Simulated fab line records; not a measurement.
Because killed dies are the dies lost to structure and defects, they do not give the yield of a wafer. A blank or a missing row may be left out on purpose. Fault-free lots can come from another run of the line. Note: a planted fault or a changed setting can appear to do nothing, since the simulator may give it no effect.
fab line records | flow sky130
record: lots: 14 wafers: 41 last_day: 50
route steps=708 shown FIELD_ISO@15 PWDE@52 NWELL@63 SONOS_TUNNEL@162 RES_PROTECT@215 LDD_HVN@277
lots untouched by any fault: they come from a run of this same line in which no faults occurred
start_h: hours from the record's first day to the start of the lot's first wafer shown | wait_h: hours elapsed since this lot's preceding step | " identical to the entry in the row above | L1.1+2: a row that stands for several wafers | - value missing, or start not given | * or withheld: withheld | < > ~ a bound
route shown NAME@n: names a module that has steps shown in the file, with the first one's number in the route | usual: mean/standard deviation taken from wafers without a fault | same: alike in all rows | chamber/n: place in a boat | sites: each site's reading | _std_site: standard deviation of those values | _edge_site: outer sites' mean less inner sites' | radius_mm: for every site, how far away it sits from the centre of the wafer | mask NAME#n: copy n | behind: the tool/chamber that last shaped the wafer | hold: reason for holding the lot/hours on hold/outcome of the hold | device: which transistor (n, p or np) failed to switch | end of line: the tests these same wafers got at the end of their route | a step without rows: its recipe alone | killed: the dies lost at the first sort to structure and to defects; this is not the yield of the wafer | map: the dies of a wafer, with x for killed, . for not killed, _ for no die there
set.NAME: the run value of the setting; set.NAME@STEP: its run value at that earlier step | model.NAME: the simulator's own value behind a step, which no gauge read
steps of the route over a sample of lots; a table a step, a row a wafer
services: a tool's chamber out of use, with start hour (start_h, from the record's first day; less than 0 if before it), hours out, and reason
== steps ==
step: SKY_FIELD_ISO_ETCH_14
recipe: chemistry: N2/H2 target: BARC ion_energy_ev: 200 source_w: 500 bias_w: 100 pressure_mtorr: 30 n2_flow_sccm: 100 h2_flow_sccm: 200 stop_on: SiO2 time_s: 45.9 target_depth_a: 600
usual: drypump_motor_current_A: 6.0/0.35 oes_product_au: 0.854/0.0045 throttle_valve_pct: 13.225/0.0092
columns lot.wafer tool chamber start_h wait_h drypump_motor_current_A oes_product_au rf_hours_counter_h throttle_valve_pct
L936.2 rie_diel-02 0 28.63 0.1 6.3 0.853 3 13.220
L936.3 " 2 " " 5.9 0.856 16 13.238
L936.5 " 1 " " 6.1 0.856 - 13.215
L937.1 rie_diel-02 2 34.50 0.1 5.9 0.851 16 13.221
L937.4 " 1 " " 6.1 0.858 79 13.222
L937.6 " 3 " " 6.5 0.857 - 13.223
L938.1 rie_diel-01 0 38.45 0.1 5.8 0.855 9 13.239
L938.2 " 2 " " 5.6 0.854 86 13.242
L938.3 " 1 " " 6.0 0.853 142 13.203
L939.3 rie_diel-02 2 48.07 0.1 5.9 0.850 16 13.230
L939.5 " 0 " " 6.3 0.855 - 13.221
L939.6 " 3 " " 6.5 0.856 - 13.204
L940.2 rie_diel-02 3 53.03 0.1 6.5 0.849 1 13.228
L940.3 " 1 " " 6.1 0.850 79 13.217
L940.5 " 1 " " 6.1 0.851 - 13.242
L942.2 rie_diel-02 1 61.65 0.1 6.1 0.849 80 13.240
L942.3 " 0 " " 6.3 0.851 3 13.223
L942.4 " 2 " " 5.9 0.855 17 13.212
L945.1 rie_diel-01 3 79.97 0.1 6.4 0.855 159 13.228
L945.4 " 2 " " 5.6 0.859 87 13.229
L945.5 " 0 " " 5.8 0.848 - 13.237
L947.2 rie_diel-01 0 88.82 0.1 5.8 0.857 10 13.225
L947.3 " 3 " " 6.4 0.854 160 13.231
L947.4 " 1 " " 6.0 0.857 143 13.224
L948.4 rie_diel-01 1 91.48 0.0 6.0 0.852 143 13.214
L948.5 " 1 " " 6.0 0.716 - 13.216
L948.6 " 0 " " 5.9 0.859 - 13.218
L949.1 rie_diel-04 1 95.23 0.1 5.2 0.859 68 13.239
L949.4 " 3 " " 6.0 0.855 0 13.224
L949.6 " 3 " " 6.0 0.853 - 13.226
L952.1 rie_diel-01 1 115.57 0.1 6.0 0.853 144 13.222
L952.3 " 3 " " 6.4 0.714 160 13.200
L956.3 rie_diel-02 2 133.37 0.1 5.9 0.847 18 13.233
L956.4 " 1 " " 6.1 0.855 81 13.223
L956.5 " 0 " " 6.3 0.856 - 13.208
L958.2 rie_diel-02 3 143.48 0.1 6.5 0.856 3 13.228
L958.3 " 0 " " 6.4 0.853 5 13.219
L958.4 " 1 " " 6.1 0.843 81 13.202
L959.2 rie_diel-02 3 149.53 0.1 6.5 0.857 3 13.217
L959.5 " 0 " " 6.4 0.861 - 13.217
L959.6 " 3 " " 6.5 0.861 - 13.217
step: SKY_FIELD_ISO_ETCH_15
recipe: chemistry: CHF3/O2 target_depth_nm: 180 stop_on: Si source_w: 600 bias_w: 200 pressure_mtorr: 40 chf3_flow_sccm: 50 O2_flow_sccm: 5 time_s: 72
usual: drypump_motor_current_A: 6.0/0.35 oes_product_au: 0.946/0.0072 throttle_valve_pct: 8.844/0.0089
columns lot.wafer tool chamber start_h wait_h drypump_motor_current_A oes_product_au rf_hours_counter_h throttle_valve_pct
L936.2 rie_diel-02 0 28.67 0.0 6.3 0.955 3 8.856
L936.3 " 2 " " 5.9 0.946 16 8.837
L936.5 " 1 " " 6.1 0.952 - 8.851
L937.1 rie_diel-02 2 34.54 0.0 5.9 0.951 16 8.840
L937.4 " 1 " " 6.1 0.940 79 8.851
L937.6 " 3 " " 6.5 0.955 - 8.848
L938.1 rie_diel-01 0 38.49 0.0 5.8 0.944 9 8.855
L938.2 " 2 " " 5.6 0.951 86 8.849
L938.3 " 1 " " 6.0 0.947 142 8.846
L939.3 rie_diel-02 2 48.11 0.0 5.9 0.945 16 8.860
L939.5 " 0 " " 6.3 0.944 - 8.829
L939.6 " 3 " " 6.5 0.939 - 8.832
L940.2 rie_diel-02 3 53.07 0.0 6.5 0.945 1 8.843
L940.3 " 1 " " 6.0 0.926 79 8.834
L940.5 " 1 " " 6.0 0.931 - 8.839
L942.2 rie_diel-02 1 61.69 0.0 6.1 0.938 80 8.848
L942.3 " 0 " " 6.4 0.956 4 8.866
L942.4 " 2 " " 5.9 0.957 17 8.862
L945.1 rie_diel-01 3 80.01 0.0 6.4 0.947 159 8.854
L945.4 " 2 " " 5.6 0.946 87 8.833
L945.5 " 0 " " 5.8 0.933 - 8.849
L947.2 rie_diel-01 0 88.86 0.0 5.8 0.940 10 8.842
L947.3 " 3 " " 6.4 0.946 160 8.842
L947.4 " 1 " " 6.1 0.948 143 8.839
L948.4 rie_diel-01 1 91.52 0.0 6.0 0.937 143 8.822
L948.5 " 1 " " 6.1 0.376 - 8.679
L948.6 " 0 " " 5.9 0.939 - 8.850
L949.1 rie_diel-04 1 95.27 0.0 5.2 0.947 68 8.860
L949.4 " 3 " " 6.0 0.957 0 8.841
L949.6 " 3 " " 6.0 0.943 - 8.841
L952.1 rie_diel-01 1 115.61 0.0 6.0 0.945 144 8.850
L952.3 " 3 " " 6.4 0.378 160 8.677
L956.3 rie_diel-02 2 133.41 0.0 5.9 0.951 18 8.826
L956.4 " 1 " " 6.0 0.947 81 8.843
L956.5 " 0 " " 6.4 0.943 - 8.840
L958.2 rie_diel-02 3 143.52 0.0 6.5 0.952 3 8.832
L958.3 " 0 " " 6.3 0.949 5 8.839
L958.4 " 1 " " 6.1 0.950 81 8.837
L959.2 rie_diel-02 3 149.57 0.0 6.5 0.944 3 8.843
L959.5 " 0 " " 6.3 0.946 - 8.849
L959.6 " 3 " " 6.5 0.949 - 8.847
step: SKY_PWDE_OVL_MEAS_07
usual: PWDE_OVL: 0.8/1.5
columns lot.wafer tool chamber start_h wait_h PWDE_OVL[nm]
L936.2 overlay-02 - 65.33 - -1.5
L936.3 " - " " -1.0
L936.5 " - " " -1.9
L937.1 overlay-01 - 72.13 - -2.8
L937.4 " - " " -2.8
L937.6 " - " " -0.5
L938.1 overlay-01 - 76.23 - 1.2
L938.2 " - " " 0.0
L938.3 " - " " 1.4
L939.3 overlay-01 - 88.59 - -0.1
L939.5 " - " " -1.6
L939.6 " - " " -1.0
L940.2 overlay-01 - 92.95 - 2.2
L940.3 " - " " 2.1
L940.5 " - " " 1.5
L942.2 overlay-01 - 103.55 - 3.8
L942.3 " - " " 3.0
L942.4 " - " " 4.1
L945.1 overlay-01 - 130.04 - 0.7
L945.4 " - " " 0.2
L945.5 " - " " 2.3
L948.4 overlay-01 - 138.14 - 1.0
L948.5 " - " " -
L948.6 " - " " 0.0
L947.2 overlay-02 - 138.48 - 0.8
L947.3 " - " " 0.6
L947.4 " - " " 0.6
L949.1 overlay-01 - 141.94 - 0.0
L949.4 " - " " 0.5
L949.6 " - " " 0.1
L952.1 overlay-02 - 159.58 - 2.6
L952.3 " - " " -
L956.3 overlay-02 - 183.94 - 2.5
L956.4 " - " " 0.4
L956.5 " - " " 1.7
L958.2 overlay-01 - 194.80 - 0.8
L958.3 " - " " 1.1
L958.4 " - " " 0.0
L959.2 overlay-01 - 198.84 - 3.0
L959.5 " - " " 3.5
L959.6 " - " " 3.4
step: SKY_NWELL_OVL_MEAS_10
usual: NWELL_00_OVL: -1.1/1.5
columns lot.wafer tool chamber start_h wait_h NWELL_00_OVL[nm]
L936.2 overlay-02 - 82.07 - -1.1
L936.3 " - " " -0.3
L936.5 " - " " -0.8
L937.1 overlay-01 - 89.41 - 0.2
L937.4 " - " " 0.3
L937.6 " - " " -2.3
L938.1 overlay-01 - 93.01 - -3.1
L938.2 " - " " -2.5
L938.3 " - " " -3.2
L939.3 overlay-02 - 105.75 - -3.0
L939.5 " - " " -3.3
L939.6 " - " " -3.4
L940.2 overlay-02 - 110.39 - 1.1
L940.3 " - " " 0.8
L940.5 " - " " 2.9
L942.2 overlay-02 - 121.99 - -2.3
L942.3 " - " " -2.5
L942.4 " - " " -4.2
L945.1 overlay-02 - 148.63 - 0.7
L945.4 " - " " 0.4
L945.5 " - " " -2.0
L948.4 overlay-01 - 157.03 - -0.9
L948.5 " - " " -
L948.6 " - " " -0.5
L947.2 overlay-02 - 157.37 - -2.8
L947.3 " - " " -1.0
L947.4 " - " " -1.8
L949.1 overlay-01 - 160.39 - -1.5
L949.4 " - " " -1.0
L949.6 " - " " -2.4
L952.1 overlay-02 - 180.73 - -0.5
L952.3 " - " " -
L956.3 overlay-01 - 205.25 - -2.1
L956.4 " - " " -0.1
L956.5 " - " " -3.4
L958.2 overlay-01 - 216.32 - -2.3
L958.3 " - " " -1.2
L958.4 " - " " -1.2
L959.2 overlay-01 - 220.19 - 0.3
L959.5 " - " " 0.2
L959.6 " - " " 0.3
step: SKY_SONOS_TUNNEL_OVL_MEAS_08
usual: SONOS_TUNNEL_OVL: -0.3/1.2
columns lot.wafer tool chamber start_h wait_h SONOS_TUNNEL_OVL[nm]
L936.2 overlay-02 - 241.27 0.1 -1.0
L936.3 " - " " 0.6
L936.5 " - " " -3.2
L937.1 overlay-01 - 253.95 0.1 2.0
L937.4 " - " " 1.1
L937.6 " - " " 0.2
L938.1 overlay-01 - 259.38 0.1 -2.3
L938.2 " - " " 0.1
L938.3 " - " " -1.7
L939.3 overlay-01 - 276.73 0.1 0.6
L939.5 " - " " -1.8
L939.6 " - " " -2.3
L940.2 overlay-01 - 281.96 0.1 -2.0
L940.3 " - " " -1.7
L940.5 " - " " -2.0
L942.2 overlay-01 - 297.47 0.1 -0.3
L942.3 " - " " -0.3
L942.4 " - " " -0.3
L945.1 overlay-01 - 333.26 0.1 -1.5
L945.4 " - " " 1.3
L945.5 " - " " 0.9
L948.4 overlay-01 - 346.15 0.1 0.5
L948.5 " - " " -
L948.6 " - " " 0.0
L947.2 overlay-02 - 347.12 0.1 1.9
L947.3 " - " " 1.9
L947.4 " - " " 0.3
L949.1 overlay-02 - 351.70 0.1 -0.5
L949.4 " - " " -0.8
L949.6 " - " " -2.3
L952.1 overlay-01 - 377.57 0.1 -2.3
L952.3 " - " " -
L956.3 overlay-01 - 411.12 0.1 -0.4
L956.4 " - " " -0.3
L956.5 " - " " -1.2
L958.2 overlay-01 - 424.87 0.1 -1.4
L958.3 " - " " -0.9
L958.4 " - " " -1.6
L959.2 overlay-02 - 431.51 0.1 0.5
L959.5 " - " " -0.1
L959.6 " - " " 0.7
step: SKY_RES_PROTECT_TW_MEAS_08
usual: POLY_GATE_TW: 4076/45
columns lot.wafer tool chamber start_h wait_h POLY_GATE_TW
L936.2 film_metro-02 - 328.52 0.1 4035
L936.3 " - " " 4088
L936.5 " - " " 4043
L937.1 film_metro-02 - 347.55 0.1 4040
L937.4 " - " " 4063
L937.6 " - " " 4058
L938.1 film_metro-04 - 347.85 0.1 4081
L938.2 " - " " 4085
L938.3 " - " " 4099
L939.3 film_metro-04 - 375.83 0.1 4025
L939.5 " - " " 4041
L939.6 " - " " 4051
L940.2 film_metro-04 - 383.52 0.1 4068
L940.3 " - " " 4073
L940.5 " - " " 4064
L942.2 film_metro-04 - 397.97 0.1 4164
L942.3 " - " " 4127
L942.4 " - " " 4110
L945.1 film_metro-04 - 439.28 0.1 4110
L945.4 " - " " 4125
L945.5 " - " " 4121
L948.4 film_metro-02 - 450.54 0.1 4036
L948.5 " - " " 4044
L948.6 " - " " 4038
L947.2 film_metro-04 - 451.76 0.1 4119
L947.3 " - " " 4145
L947.4 " - " " 4108
L949.1 film_metro-02 - 452.11 0.1 4027
L949.4 " - " " 4032
L949.6 " - " " 4055
L952.1 film_metro-04 - 478.25 0.1 4140
L952.3 " - " " 4115
L956.3 film_metro-04 - 512.88 0.1 4132
L956.4 " - " " 4134
L956.5 " - " " 4144
L958.2 film_metro-01 - 533.66 0.1 4031
L958.3 " - " " 4026
L958.4 " - " " 4038
L959.2 film_metro-01 - 535.76 0.1 4017
L959.5 " - " " 4035
L959.6 " - " " 4001
step: SKY_LDD_HVN_TW_MEAS_10
usual: LDD_HVN_TW: 1437/7.7
columns lot.wafer tool chamber start_h wait_h LDD_HVN_TW
L936.2 film_metro-02 - 448.35 0.1 1449
L936.3 " - " " 1437
L936.5 " - " " 1446
L937.1 film_metro-03 - 470.89 0.1 1442
L937.4 " - " " 1446
L937.6 " - " " 1443
L938.1 film_metro-01 - 473.28 0.1 1437
L938.2 " - " " 1436
L938.3 " - " " 1429
L939.3 film_metro-03 - 503.71 0.1 1448
L939.5 " - " " 1451
L939.6 " - " " 1446
L940.2 film_metro-03 - 509.97 0.1 1442
L940.3 " - " " 1451
L940.5 " - " " 1452
L942.2 film_metro-03 - 529.34 0.1 1447
L942.3 " - " " 1445
L942.4 " - " " 1449
L945.1 film_metro-02 - 567.79 0.1 1445
L945.4 " - " " 1439
L945.5 " - " " 1442
L948.4 film_metro-02 - 578.52 0.1 1427
L948.5 " - " " 1433
L948.6 " - " " 1433
L947.2 film_metro-03 - 579.04 0.1 1438
L947.3 " - " " 1445
L947.4 " - " " 1444
L949.1 film_metro-03 - 580.01 0.1 1441
L949.4 " - " " 1436
L949.6 " - " " 1435
L952.1 film_metro-01 - 602.44 0.1 1438
L952.3 " - " " 1440
L956.3 film_metro-01 - 638.98 0.1 1428
L956.4 " - " " 1432
L956.5 " - " " 1425
L958.2 film_metro-01 - 654.79 0.1 1437
L958.3 " - " " 1438
L958.4 " - " " 1439
L959.2 film_metro-01 - 656.65 0.1 1436
L959.5 " - " " 1433
L959.6 " - " " 1431
== services ==
columns tool chamber start_h hours kind
rie_diel-04 - 9.93 0.1 repair
rie_diel-04 1 21.51 18.3 repair
rie_diel-04 3 47.11 - clean
rie_diel-04 3 47.11 29.0 scheduled_down
rie_diel-04 3 47.11 29.0 vent_cycle
rie_diel-04 2 85.05 5.5 repair
rie_diel-04 2 100.21 11.9 repair
rie_diel-04 - 124.58 0.5 repair
rie_diel-01 3 128.29 - clean
rie_diel-01 3 128.29 12.1 scheduled_down
rie_diel-01 3 128.29 12.1 vent_cycle
rie_diel-04 1 131.29 4.0 repair
== key ==
first_sign: step: SKY_FIELD_ISO_ETCH_14 reading: oes_product_au direction: down sigmas: 31 usual: 0.854 struck: 0.715
effect: step: SKY_FIELD_ISO_ETCH_15 reading: oes_product_au direction: down sigmas: 79 usual: 0.946 struck: 0.377
effect: step: SKY_PWDE_OVL_MEAS_07 reading: PWDE_OVL direction: missing
effect: step: SKY_NWELL_OVL_MEAS_10 reading: NWELL_00_OVL direction: missing
met_at SKY_FIELD_ISO_ETCH_14
struck_lots L948,L952
struck_wafers L948.5,L952.3
sort_left_out L948.5,L952.3
tester_left_out L948,L952
not_acting_at SKY_SONOS_TUNNEL_OVL_MEAS_08,SKY_RES_PROTECT_TW_MEAS_08,SKY_LDD_HVN_TW_MEAS_10
onset_between 88.82 91.48
fault: kind: process_parameter_drift tool: rie_diel-01 chamber: - onset_h: 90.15 steps: SKY_FIELD_ISO_ETCH_14 channel: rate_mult offset: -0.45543 shape: step end_h: 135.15 scope: struck_wafers_only
tester_left_out: of these lots the tester's yield and bins aren't shown, on N5 and GAA mostly nor the transistor test; their killed dies are dies lost to structure and defects alone, not to doping, threshold or leakage, so they don't give the yield
sort_left_out: the simulated sort isn't trusted on such a fault, so these wafers' sort isn't shown, and their yield isn't known
